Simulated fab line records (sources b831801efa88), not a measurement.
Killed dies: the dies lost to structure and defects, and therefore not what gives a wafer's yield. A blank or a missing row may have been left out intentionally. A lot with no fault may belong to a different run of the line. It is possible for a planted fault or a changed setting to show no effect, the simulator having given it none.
One fault seen from 2 desks ; flow gf180mcu ; what lay behind the numbers comes last; until then each desk has only its own

== METROLOGY DESK ==
Lot by lot, what the gauges showed, no matter which tool ran the lot: averages of those sampled wafers that carry a number. The brackets show how far a lot's mean lies from the usual mean; more than 4 standard deviations puts the lot out of limits, marked OUT.
Columns: A = NWELL_TW at GF_NWELL_TW_MEAS_11, usual 1584; B = LVPWELL_OVL at GF_LVPWELL_OVL_MEAS_07, usual 0.6 nm
lot;first seen here;A;B
L395;day 3 19:34;1586;0.1
L399;day 4 15:56;1581;1.2
L403;day 5 15:35;1581;-2.0
L404;day 5 19:12;1574;-0.0
L414;day 8 06:04;1577;-0.4
L415;day 8 11:29;1580;1.7
This desk found nothing out of limits on any of the 6 lots.

== FOR THE TOOL OWNER'S DESK: implanter-02 ==
The tool's own readings at GF_LVPWELL_IMPLANT_09, given as means over the sampled wafers that have a number, one for each lot that went through this tool. The brackets show how far a lot's mean lies from the usual mean; more than 4 standard deviations puts the lot out of limits, marked OUT.
Columns: A = beam energy keV at GF_LVPWELL_IMPLANT_09, usual 60.005; B = dose ions cm2 at GF_LVPWELL_IMPLANT_09, usual 4.999e+12
lot;first seen here;A;B
L399;day 5 06:25;59.999;5.006e+12
L403;day 6 06:19;54.255 (-99 or more) OUT;5.002e+12
L404;day 6 10:14;54.258 (-99 or more) OUT;4.999e+12
This desk finds L403, L404 out of limits, L403 being first, at day 6 06:19 (beam energy keV at GF_LVPWELL_IMPLANT_09). Within limits: L399.

== BROUGHT TOGETHER ==
On L403, L404, at day 6 06:19, an alarm was possible from the tool owner's desk.
Metrology desk: nothing out of limits seen.
The metrology desk holds a record of L403, L404, inside its limits.
GF_LVPWELL_IMPLANT_09 was run on implanter-02 by each of the lots named.

== WHAT THE SIMULATOR PUT IN ==
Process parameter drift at GF_LVPWELL_IMPLANT_09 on implanter-02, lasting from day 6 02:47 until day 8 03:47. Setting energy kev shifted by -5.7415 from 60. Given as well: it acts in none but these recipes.
Struck lots among those shown: L403, L404.
Hours from the fault's start to each desk's first reading out of limits: the tool owner's desk, 4.
